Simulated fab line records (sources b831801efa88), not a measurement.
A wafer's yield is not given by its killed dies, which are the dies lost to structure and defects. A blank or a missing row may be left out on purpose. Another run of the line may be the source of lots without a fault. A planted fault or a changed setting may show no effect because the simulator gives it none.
fab line records | flow sky130
[record] lots = 24 wafers = 72 last-day = 50
route steps=708 shown FIELD_ISO@14 VT_ADJUST_LVTN@117 POLY_CUT@318 LI_CONTACT@383 LOCAL_INTERCONNECT@387 VIA1@473
lots with no fault: from the same line, run without faults
start-h: start of the lot's first displayed wafer, in hours after the record's first day | wait-h: hours since the lot's step before | " the same as in the row above | L1.1+2: several wafers, shown together as one row | - value missing, or start not given | * or withheld: withheld | < > ~ a bound
route shown NAME@n: NAME is a module with steps in the file, n the number in the route of the first one | usual: mean/standard deviation taken from wafers without a fault | same: alike in all rows | chamber/n: place in a boat | sites: the reading at each site | _std_site: standard deviation of those values | _edge_site: inner sites' mean taken away from outer sites' mean | radius-mm: how far each site lies from the wafer's centre | mask NAME#n: copy n | behind: tool/chamber where the wafer was last shaped | hold: the reason the lot was held/the length of the hold in hours/how it ended | device: which transistor (n, p or np) failed to switch | end of line: tests of these same wafers at the route's end | step lacking rows: just its recipe | killed: the dies lost at the first sort to structure and to defects; this is not the yield of the wafer | map: shows each die of a wafer: x if killed, . if not, _ if none is there
set.NAME: the setting that was run; set.NAME@STEP: the one run at that earlier step | model.NAME: the simulator's own value behind a step, which no gauge read
route steps across a sampled set of lots; one table per step, one row per wafer
services: the hour from which a tool's chamber was out of use, counted from the record's first day as start-h (under 0 if before that day), plus the number of hours and why
[[steps]]
[step SKY_FIELD_ISO_CD_MEAS_13]
[recipe] target-cd-nm = 150
[usual] cd-nm = 149.8/1.4
// columns lot.wafer tool chamber start-h wait-h cd-nm
L074.2 cd-sem-01 - 30.89 - 149.6
L074.3 " - " " 148.3
L074.6 " - " " 149.3
L075.1 cd-sem-02 - 36.07 - 149.9
L075.2 " - " " 150.2
L075.5 " - " " 150.8
L076.1 cd-sem-01 - 40.59 - 148.9
L076.2 " - " " 148.7
L076.6 " - " " 149.7
L077.1 cd-sem-02 - 44.57 - 151.4
L077.4 " - " " 151.6
L077.5 " - " " 151.6
L078.2 cd-sem-02 - 50.13 - 150.0
L078.5 " - " " 150.9
L078.6 " - " " 149.3
L079.3 cd-sem-01 - 54.51 - 151.5
L079.4 " - " " 150.4
L079.6 " - " " 152.7
L080.1 cd-sem-02 - 60.27 - 149.9
L080.5 " - " " 150.5
L080.6 " - " " 149.2
L081.1 cd-sem-01 - 64.34 - 152.0
L081.4 " - " " 152.0
L081.6 " - " " 150.5
L082.2 cd-sem-01 - 72.79 - 149.6
L082.3 " - " " 150.3
L082.5 " - " " 149.8
L083.1 cd-sem-01 - 75.79 - 148.5
L083.2 " - " " 147.7
L083.6 " - " " 149.5
L084.3 cd-sem-01 - 80.53 - 149.4
L084.5 " - " " 148.3
L084.6 " - " " 148.0
L085.2 cd-sem-02 - 86.41 - 150.9
L085.4 " - " " 152.2
L085.5 " - " " 151.7
L086.3 cd-sem-01 - 91.65 - 146.4
L086.4 " - " " 148.5
L086.6 " - " " 146.6
L087.2 cd-sem-01 - 99.29 - 149.7
L087.3 " - " " 149.2
L087.6 " - " " 148.8
L088.1 cd-sem-01 - 102.84 - 149.5
L088.2 " - " " 150.3
L088.5 " - " " 149.7
L089.1 cd-sem-02 - 108.57 - 150.1
L089.4 " - " " 151.0
L089.6 " - " " 149.6
L090.4 cd-sem-01 - 113.13 - 150.3
L090.5 " - " " 149.7
L090.6 " - " " 150.9
L091.2 cd-sem-02 - 117.11 - 149.7
L091.5 " - " " 149.9
L091.6 " - " " 150.0
L092.3 cd-sem-01 - 123.78 - 147.1
L092.4 " - " " 147.7
L092.5 " - " " 148.8
L093.2 cd-sem-01 - 127.46 - 148.4
L093.4 " - " " 149.6
L093.6 " - " " 149.8
L094.2 cd-sem-01 - 132.93 - 149.3
L094.5 " - " " 148.7
L094.6 " - " " 148.3
L095.1 cd-sem-02 - 138.67 - 152.7
L095.4 " - " " 150.4
L095.5 " - " " 150.8
L096.3 cd-sem-01 - 143.55 - 151.5
L096.4 " - " " 151.1
L096.6 " - " " 152.1
L097.1 cd-sem-01 - 147.99 - 149.2
L097.4 " - " " 151.7
L097.5 " - " " 149.5
[step SKY_VT_ADJUST_LVTN_STRIP_20]
[recipe] chemistry = O2/N2 power-w = 1400 pressure-mtorr = 1500 platen-temp-c = withheld o2-flow-sccm = 3000 n2-flow-sccm = 300 overash-fraction = 0.5
[usual] drypump-motor-current-A = 5.7/0.36 oes-product-au = 0.716/0.0044 strip-time-to-endpoint-s = 14.18/0.043
// columns lot.wafer tool chamber start-h wait-h drypump-motor-current-A oes-product-au rf-hours-counter-h strip-time-to-endpoint-s
L074.2 plasma-asher-01 1 163.43 0.1 5.7 0.714 4 14.15
L074.3 " 0 " " 5.5 0.722 - 14.17
L074.6 " 1 " " 5.8 0.720 - 14.17
L075.1 plasma-asher-01 0 173.03 0.1 5.5 0.718 5 14.14
L075.2 " 1 " " 5.8 0.717 5 14.22
L075.5 " 1 " " 5.8 0.723 - 14.19
L076.1 plasma-asher-04 0 179.86 0.1 5.3 0.720 36 14.19
L076.2 " 1 " " 5.9 0.721 36 14.21
L076.6 " 0 " " 5.4 0.717 - 14.21
L077.1 plasma-asher-04 1 186.87 0.1 5.9 0.716 37 14.17
L077.4 " 0 " " 5.3 0.719 - 14.17
L077.5 " 1 " " 5.9 0.706 - 14.18
L078.2 plasma-asher-01 0 190.48 0.1 5.5 0.712 7 14.22
L078.5 " 1 " " 5.8 0.715 - 14.15
L078.6 " 0 " " 5.5 0.712 - 14.17
L079.3 plasma-asher-01 0 197.16 0.1 5.5 0.708 - 14.26
L079.4 " 1 " " 5.7 0.718 - 14.27
L079.6 " 1 " " 5.7 0.715 - 14.23
L080.1 plasma-asher-01 1 202.66 0.1 5.8 0.717 8 14.17
L080.5 " 1 " " 5.7 0.718 - 14.21
L080.6 " 0 " " 5.5 0.710 - 14.17
L081.1 plasma-asher-01 0 208.96 0.1 5.5 0.709 9 14.21
L081.4 " 1 " " 5.8 0.709 - 14.24
L081.6 " 0 " " 5.5 0.725 - 14.22
L082.2 plasma-asher-01 0 224.38 0.1 5.5 0.724 10 14.22
L082.3 " 0 " " 5.5 0.719 - 14.23
L082.5 " 0 " " 5.5 0.714 - 14.25
L083.1 plasma-asher-03 0 226.78 0.1 6.7 0.719 53 14.11
L083.2 " 1 " " 5.8 0.714 53 14.12
L083.6 " 0 " " 6.7 0.707 - 14.12
L084.3 plasma-asher-04 1 235.95 0.1 5.9 0.710 - 14.19
L084.5 " 0 " " 5.4 0.718 - 14.21
L084.6 " 1 " " 5.9 0.723 - 14.22
L085.2 plasma-asher-04 1 239.27 0.1 5.9 0.716 42 14.18
L085.4 " 0 " " 5.4 0.716 - 14.18
L085.5 " 1 " " 5.9 0.714 - 14.16
L086.3 plasma-asher-04 0 248.49 0.1 5.4 0.722 - 14.15
L086.4 " 1 " " 5.9 0.717 - 14.18
L086.6 " 0 " " 5.3 0.708 - 14.13
L087.2 plasma-asher-03 1 256.77 0.1 5.8 0.713 56 14.15
L087.3 " 0 " " 6.8 0.715 - 14.17
L087.6 " 1 " " 5.8 0.715 - 14.16
L088.1 plasma-asher-04 0 263.08 0.1 5.3 0.713 44 14.21
L088.2 " 1 " " 5.9 0.716 44 14.15
L088.5 " 1 " " 5.9 0.708 - 14.17
L089.1 plasma-asher-01 1 269.12 0.1 5.7 0.711 14 14.14
L089.4 " 1 " " 5.8 0.714 - 14.03
L089.6 " 0 " " 5.5 0.717 - 14.11
L090.4 plasma-asher-01 0 274.84 0.1 5.5 0.710 - 14.15
L090.5 " 1 " " 5.7 0.718 - 14.17
L090.6 " 0 " " 5.5 0.709 - 14.12
L091.2 plasma-asher-03 1 278.38 0.1 5.8 0.716 58 14.18
L091.5 " 0 " " 6.7 0.713 - 14.16
L091.6 " 1 " " 5.9 0.710 - 14.14
L092.3 plasma-asher-01 0 287.46 0.1 5.5 0.724 - 14.26
L092.4 " 1 " " 5.8 0.716 - 14.25
L092.5 " 0 " " 5.5 0.713 - 14.24
L093.2 plasma-asher-03 0 299.11 0.1 6.8 0.724 60 14.16
L093.4 " 1 " " 5.9 0.716 - 14.15
L093.6 " 1 " " 5.8 0.718 - 14.22
L094.2 plasma-asher-04 1 302.81 0.1 5.9 0.716 48 14.21
L094.5 " 1 " " 5.9 0.719 - 14.18
L094.6 " 0 " " 5.3 0.720 - 14.16
L095.1 plasma-asher-04 1 314.33 0.1 5.9 0.717 49 14.17
L095.4 " 1 " " 5.9 0.716 - 14.18
L095.5 " 1 " " 5.8 0.705 - 14.19
L096.3 plasma-asher-01 1 321.74 0.1 5.7 0.717 - 14.18
L096.4 " 0 " " 5.5 0.719 - 14.16
L096.6 " 1 " " 5.7 0.719 - 14.21
L097.1 plasma-asher-01 1 327.96 0.1 5.8 0.713 20 14.19
L097.4 " 0 " " 5.5 0.711 - 14.24
L097.5 " 1 " " 5.8 0.717 - 14.17
[step SKY_POLY_CUT_ETCH_11]
[recipe] target = Si3N4 chemistry = CF4/CH2F2/Ar stop-on = poly-Si source-w = 600 bias-w = 150 pressure-mtorr = 40 cf4-flow-sccm = 40 ch2f2-flow-sccm = 20 Ar_flow_sccm = 150 time-s = 42.5 target-depth-a = 600
[usual] drypump-motor-current-A = 5.6/0.57 oes-product-au = 0.828/0.0056 throttle-valve-pct = 14.994/0.0091
// columns lot.wafer tool chamber start-h wait-h drypump-motor-current-A oes-product-au rf-hours-counter-h throttle-valve-pct
L074.2 rie-diel-02 3 562.37 0.0 4.9 0.821 67 14.984
L074.3 " 0 " " 5.1 0.827 72 14.996
L074.6 " 0 " " 5.1 0.827 - 15.003
L075.1 rie-diel-01 1 573.59 0.0 5.2 0.828 3 14.995
L075.2 " 3 " " 6.6 0.823 8 15.001
L075.5 " 3 " " 6.7 0.821 - 14.994
L076.1 rie-diel-01 2 593.22 0.0 5.3 0.826 1 14.993
L076.2 " 1 " " 5.2 0.826 3 14.995
L076.6 " 2 " " 5.2 0.822 - 14.981
L077.1 rie-diel-02 0 596.97 0.0 5.1 0.839 73 14.979
L077.4 " 2 " " 5.4 0.829 1 14.987
L077.5 " 3 " " 4.8 0.830 - 14.978
L078.2 rie-diel-02 0 602.16 0.0 5.1 0.829 73 15.004
L078.5 " 3 " " 4.8 0.837 - 15.003
L078.6 " 0 " " 5.1 0.831 - 15.001
L079.3 rie-diel-01 3 609.41 0.0 6.7 0.819 8 15.003
L079.4 " 0 " " 5.8 0.821 58 14.985
L079.6 " 2 " " 5.3 0.815 - 14.990
L080.1 rie-diel-01 0 618.04 0.0 5.8 0.828 59 14.994
L080.5 " 0 " " 5.8 0.829 - 14.996
L080.6 " 1 " " 5.2 0.818 - 14.985
L081.1 rie-diel-03 2 622.96 0.0 5.6 0.826 13 15.016
L081.4 " 1 " " 5.7 0.825 1 14.993
L081.6 " 0 " " 5.0 0.825 - 14.980
L083.1 rie-diel-02 1 643.89 0.0 6.5 0.831 12 15.003
L083.2 " 2 " " 5.4 0.826 2 14.991
L083.6 " 0 " " 5.0 0.837 - 14.984
L082.2 rie-diel-03 3 644.92 0.0 6.0 0.828 2 15.005
L082.3 " 2 " " 5.7 0.838 13 14.988
L082.5 " 3 " " 6.0 0.826 - 14.981
L084.3 rie-diel-01 0 653.52 0.0 5.8 0.828 59 14.999
L084.5 " 2 " " 5.2 0.832 - 14.997
L084.6 " 3 " " 6.7 0.834 - 14.988
L085.2 rie-diel-03 2 660.91 0.0 5.7 0.821 13 14.994
L085.4 " 1 " " 5.6 0.834 1 14.997
L085.5 " 2 " " 5.7 0.830 - 14.997
L086.3 rie-diel-02 3 681.69 0.0 4.8 0.824 1 14.995
L086.4 " 1 " " 6.5 0.833 13 15.007
L086.6 " 0 " " 5.1 0.829 - 14.984
L087.2 rie-diel-01 2 683.76 0.0 5.2 0.835 3 14.992
L087.3 " 3 " " 6.7 0.832 10 14.976
L087.6 " 2 " " 5.2 0.840 - 14.984
L088.1 rie-diel-03 3 684.74 0.0 6.0 0.823 2 15.005
L088.2 " 1 " " 5.6 0.825 2 14.989
L088.5 " 2 " " 5.7 0.831 - 14.983
L089.1 rie-diel-03 1 687.76 0.0 5.6 0.823 2 14.980
L089.4 " 3 " " 6.0 0.835 2 14.979
L089.6 " 2 " " 5.7 0.835 - 15.014
L090.4 rie-diel-01 3 701.22 0.0 6.7 0.831 11 15.008
L090.5 " 3 " " 6.7 0.829 - 15.004
L090.6 " 2 " " 5.3 0.834 - 15.004
L091.2 rie-diel-01 3 702.82 0.0 6.6 0.833 11 14.987
L091.5 " 0 " " 5.8 0.825 - 14.979
L091.6 " 1 " " 5.1 0.824 - 15.000
L092.3 rie-diel-03 3 707.46 0.0 6.0 0.833 3 14.985
L092.4 " 1 " " 5.6 0.827 2 14.994
L092.5 " 3 " " 6.0 0.826 - 14.980
L093.2 rie-diel-02 3 723.89 0.0 4.8 0.823 2 14.978
L093.4 " 1 " " 6.5 0.827 14 14.986
L093.6 " 0 " " 5.1 0.825 - 15.012
L094.2 rie-diel-01 3 731.26 0.0 6.7 0.825 12 14.996
L094.5 " 2 " " 5.2 0.825 - 14.987
L094.6 " 3 " " 6.7 0.832 - 14.983
L095.1 rie-diel-02 0 742.69 0.0 5.1 0.833 3 14.999
L095.4 " 2 " " 5.4 0.829 4 14.992
L095.5 " 3 " " 4.8 0.826 - 14.984
L096.3 rie-diel-03 0 749.26 0.0 5.0 0.825 7 15.000
L096.4 " 3 " " 6.1 0.822 3 14.991
L096.6 " 2 " " 5.7 0.808 - 14.996
L097.1 rie-diel-02 0 753.78 0.0 5.1 0.832 3 15.002
L097.4 " 2 " " 5.4 0.832 4 14.983
L097.5 " 1 " " 6.5 0.841 - 14.995
[step SKY_LI_CONTACT_CVD_21]
[recipe] material = W target-thk-nm = 400 time-s = 120.56 temp-c = 401.4 pressure-torr = 40
[usual] heater-power-w = 899/26
// columns lot.wafer tool chamber start-h wait-h heater-power-w
L074.2 cvd-w-02 0 679.58 0.0 915
L074.3 " 1 " " 867
L074.6 " 0 " " 895
L075.1 cvd-w-02 0 690.91 0.0 899
L075.2 " 1 " " 912
L075.5 " 0 " " 925
L076.1 cvd-w-01 0 709.04 0.0 871
L076.2 " 1 " " 861
L076.6 " 0 " " 891
L077.1 cvd-w-02 0 714.58 0.0 936
L077.4 " 0 " " 930
L077.5 " 0 " " 921
L078.2 cvd-w-02 0 718.03 0.0 926
L078.5 " 1 " " 894
L078.6 " 0 " " 937
L079.3 cvd-w-02 1 725.75 0.1 906
L079.4 " 0 " " 904
L079.6 " 0 " " 939
L080.1 cvd-w-02 0 734.86 0.0 912
L080.5 " 0 " " 926
L080.6 " 1 " " 897
L081.1 cvd-w-02 1 737.84 0.0 885
L081.4 " 0 " " 916
L081.6 " 0 " " 908
L083.1 cvd-w-02 0 759.46 0.0 924
L083.2 " 1 " " 961
L083.6 " 1 " " 897
L082.2 cvd-w-02 0 760.17 0.0 934
L082.3 " 1 " " 898
L082.5 " 0 " " 893
L084.3 cvd-w-02 1 767.60 0.1 920
L084.5 " 1 " " 916
L084.6 " 0 " " 896
L085.2 cvd-w-01 0 776.19 0.0 876
L085.4 " 0 " " 883
L085.5 " 0 " " 863
L086.3 cvd-w-01 1 794.55 0.1 867
L086.4 " 0 " " 874
L086.6 " 1 " " 875
L087.2 cvd-w-01 0 796.61 0.0 877
L087.3 " 1 " " 870
L087.6 " 1 " " 883
L088.1 cvd-w-02 0 797.86 0.0 916
L088.2 " 1 " " 897
L088.5 " 0 " " 938
L089.1 cvd-w-02 0 800.05 0.0 913
L089.4 " 1 " " 900
L089.6 " 1 " " 875
L090.4 cvd-w-02 0 813.73 0.1 936
L090.5 " 0 " " 925
L090.6 " 1 " " 920
L091.2 cvd-w-02 1 814.76 0.0 905
L091.5 " 1 " " 921
L091.6 " 0 " " 909
L092.3 cvd-w-01 0 818.85 0.1 845
L092.4 " 1 " " 867
L092.5 " 1 " " 884
L093.2 cvd-w-01 0 834.28 0.0 874
L093.4 " 1 " " 871
L093.6 " 0 " " 869
L094.2 cvd-w-01 1 840.81 0.0 862
L094.5 " 0 " " 869
L094.6 " 1 " " 874
L095.1 cvd-w-02 0 853.06 0.0 942
L095.4 " 1 " " 911
L095.5 " 0 " " 920
L096.3 cvd-w-02 1 858.82 0.1 905
L096.4 " 0 " " 950
L096.6 " 1 " " 875
L097.1 cvd-w-01 0 861.54 0.0 886
L097.4 " 1 " " 871
L097.5 " 1 " " 886
[step SKY_LOCAL_INTERCONNECT_SPUTTER_00]
[recipe] material = TiN target-thk-nm = 100 temp-c = 300 power-w = 6500 time-s = 83.3 chamber-pressure-pa = 0.4
[usual] throttle-valve-pct = 30.0/1.1
// columns lot.wafer tool chamber start-h wait-h throttle-valve-pct
L074.2 pvd-sputter-02 - 680.19 0.2 29.4
L074.3 " - " " 30.6
L074.6 " - " " 31.2
L075.1 pvd-sputter-02 - 691.51 0.2 30.7
L075.2 " - " " 31.1
L075.5 " - " " 31.3
L076.1 pvd-sputter-01 - 709.65 0.2 31.2
L076.2 " - " " 29.7
L076.6 " - " " 31.3
L077.1 pvd-sputter-02 - 715.19 0.2 29.5
L077.4 " - " " 31.0
L077.5 " - " " 30.7
L078.2 pvd-sputter-01 - 718.64 0.1 29.2
L078.5 " - " " 29.9
L078.6 " - " " 31.7
L079.3 pvd-sputter-02 - 726.31 0.1 30.1
L079.4 " - " " 30.8
L079.6 " - " " 31.3
L080.1 pvd-sputter-01 - 735.46 0.2 31.2
L080.5 " - " " 31.2
L080.6 " - " " 30.1
L081.1 pvd-sputter-02 - 738.45 0.1 29.8
L081.4 " - " " 30.8
L081.6 " - " " 30.4
L083.1 pvd-sputter-03 - 760.06 0.2 29.2
L083.2 " - " " 27.6
L083.6 " - " " 32.0
L082.2 pvd-sputter-02 - 760.78 0.1 29.8
L082.3 " - " " 30.1
L082.5 " - " " 31.1
L084.3 pvd-sputter-03 - 768.16 0.1 31.9
L084.5 " - " " 32.0
L084.6 " - " " 27.6
L085.2 pvd-sputter-03 - 776.80 0.2 27.6
L085.4 " - " " 29.3
L085.5 " - " " 27.6
L086.3 pvd-sputter-02 - 795.11 0.2 30.0
L086.4 " - " " 29.5
L086.6 " - " " 29.5
L087.2 pvd-sputter-02 - 797.21 0.2 29.5
L087.3 " - " " 31.0
L087.6 " - " " 30.2
L088.1 pvd-sputter-03 - 798.46 0.1 29.2
L088.2 " - " " 32.1
L088.5 " - " " 31.9
L089.1 pvd-sputter-01 - 800.65 0.1 29.2
L089.4 " - " " 29.3
L089.6 " - " " 29.8
L090.4 pvd-sputter-02 - 814.30 0.1 29.9
L090.5 " - " " 30.9
L090.6 " - " " 29.9
L091.2 pvd-sputter-02 - 815.36 0.2 30.7
L091.5 " - " " 29.9
L091.6 " - " " 30.8
L092.3 pvd-sputter-01 - 819.41 0.2 31.3
L092.4 " - " " 29.3
L092.5 " - " " 31.2
L093.2 pvd-sputter-02 - 834.88 0.2 30.3
L093.4 " - " " 30.9
L093.6 " - " " 30.3
L094.2 pvd-sputter-01 - 841.42 0.1 30.2
L094.5 " - " " 29.4
L094.6 " - " " 29.6
L095.1 pvd-sputter-03 - 853.66 0.2 27.5
L095.4 " - " " 29.2
L095.5 " - " " 27.5
L096.3 pvd-sputter-01 - 859.39 0.1 31.6
L096.4 " - " " 30.3
L096.6 " - " " 31.1
L097.1 pvd-sputter-02 - 862.15 0.1 29.4
L097.4 " - " " 31.1
L097.5 " - " " 29.7
[step SKY_VIA1_ETCH_15]
[recipe] target = SiO2 chemistry = C4F8/O2/Ar target-depth-nm = 351 stop-on = TiN mask-material = KrF-thick source-w = 1500 bias-w = 1200 pressure-mtorr = 40 c4f8-flow-sccm = withheld O2_flow_sccm = 6 Ar_flow_sccm = 300 time-s = 54
[usual] oes-product-au = 0.981/0.0046
// columns lot.wafer tool chamber start-h wait-h oes-product-au rf-hours-counter-h
L074.2 rie-diel-03 0 795.74 0.0 0.979 8
L074.3 " 3 " " 0.978 4
L074.6 " 2 " " 0.979 -
L075.1 rie-diel-04 1 807.16 0.0 0.975 5
L075.2 " 2 " " 0.987 1
L075.5 " 1 " " 0.980 -
L076.1 rie-diel-03 3 823.26 0.0 0.991 5
L076.2 " 1 " " 0.982 5
L076.6 " 1 " " 0.973 -
L077.1 rie-diel-04 3 829.93 0.0 0.980 7
L077.4 " 0 " " 0.986 8
L077.5 " 3 " " 0.990 -
L078.2 rie-diel-03 3 831.74 0.0 0.981 5
L078.5 " 2 " " 0.984 -
L078.6 " 1 " " 0.986 -
L079.3 rie-diel-04 3 837.93 0.0 0.983 7
L079.4 " 0 " " 0.986 8
L079.6 " 1 " " 0.978 -
L080.1 rie-diel-03 2 848.54 0.0 0.977 17
L080.5 " 0 " " 0.995 -
L080.6 " 1 " " 0.978 -
L081.1 rie-diel-03 0 851.93 0.0 0.983 9
L081.4 " 3 " " 0.983 6
L081.6 " 3 " " 0.983 -
L083.1 rie-diel-04 0 872.64 0.0 0.986 9
L083.2 " 3 " " 0.984 8
L083.6 " 0 " " 0.988 -
L082.2 rie-diel-03 3 872.96 0.0 0.974 6
L082.3 " 1 " " 0.974 5
L082.5 " 2 " " 0.980 -
L084.3 rie-diel-04 3 880.11 0.0 0.991 8
L084.5 " 3 " " 0.989 -
L084.6 " 0 " " 0.984 -
L085.2 rie-diel-04 2 887.06 0.0 0.982 4
L085.4 " 0 " " 0.989 9
L085.5 " 3 " " 0.988 -
L086.3 rie-diel-01 1 905.54 0.0 0.977 12
L086.4 " 0 " " 0.973 6
L086.6 " 3 " " 0.984 -
L087.2 rie-diel-01 0 907.81 0.0 0.987 6
L087.3 " 2 " " 0.984 10
L087.6 " 0 " " 0.974 -
L088.1 rie-diel-03 2 908.96 0.0 0.975 19
L088.2 " 3 " " 0.977 7
L088.5 " 2 " " 0.979 -
L089.1 rie-diel-01 1 911.96 0.0 0.977 12
L089.4 " 0 " " 0.975 6
L089.6 " 2 " " 0.977 -
L090.4 rie-diel-01 3 924.23 0.0 0.981 17
L090.5 " 3 " " 0.981 -
L090.6 " 0 " " 0.984 -
L091.2 rie-diel-03 0 925.71 0.0 0.974 11
L091.5 " 3 " " 0.975 -
L091.6 " 0 " " 0.980 -
L092.3 rie-diel-03 0 928.43 0.0 0.974 11
L092.4 " 1 " " 0.983 7
L092.5 " 0 " " 0.977 -
L093.2 rie-diel-04 3 942.61 0.0 0.988 11
L093.4 " 0 " " 0.985 11
L093.6 " 2 " " 0.990 -
L094.2 rie-diel-01 2 947.43 0.0 0.983 11
L094.5 " 0 " " 0.984 -
L094.6 " 1 " " 0.980 -
L095.1 rie-diel-03 2 960.16 0.0 0.978 20
L095.4 " 1 " " 0.973 8
L095.5 " 1 " " 0.985 -
L096.3 rie-diel-03 0 965.56 0.0 0.984 12
L096.4 " 3 " " 0.980 9
L096.6 " 3 " " 0.979 -
L097.1 rie-diel-04 1 969.09 0.0 0.979 10
L097.4 " 0 " " 0.984 12
L097.5 " 3 " " 0.982 -
[[services]]
// columns tool chamber start-h hours kind
cvd-w-02 - 148.85 0.5 repair
cvd-w-02 - 154.21 1.1 repair
cvd-w-02 - 179.24 20.2 repair
rie-diel-03 3 187.80 11.3 repair
cvd-w-02 - 195.18 13.7 repair
rie-diel-03 3 236.68 9.2 repair
rie-diel-03 1 243.64 5.6 repair
rie-diel-03 3 259.66 5.5 repair
cvd-w-02 1 283.05 8.2 repair
rie-diel-03 0 388.14 4.6 repair
rie-diel-03 2 407.47 16.5 repair
cvd-w-02 - 408.05 6.0 pm
rie-diel-03 0 412.03 4.1 repair
cvd-w-02 - 441.75 2.8 pm
cvd-w-02 1 455.77 2.1 repair
rie-diel-03 - 488.29 0.3 repair
rie-diel-03 1 551.48 1.3 repair
cvd-w-02 1 594.31 9.9 repair
rie-diel-03 2 654.24 5.6 repair
rie-diel-03 0 654.37 2.8 repair
rie-diel-03 - 756.51 0.4 repair
rie-diel-03 - 769.83 2.8 pm
rie-diel-03 - 779.64 2.6 repair
rie-diel-03 3 786.93 6.1 repair
[[key]]
fault none
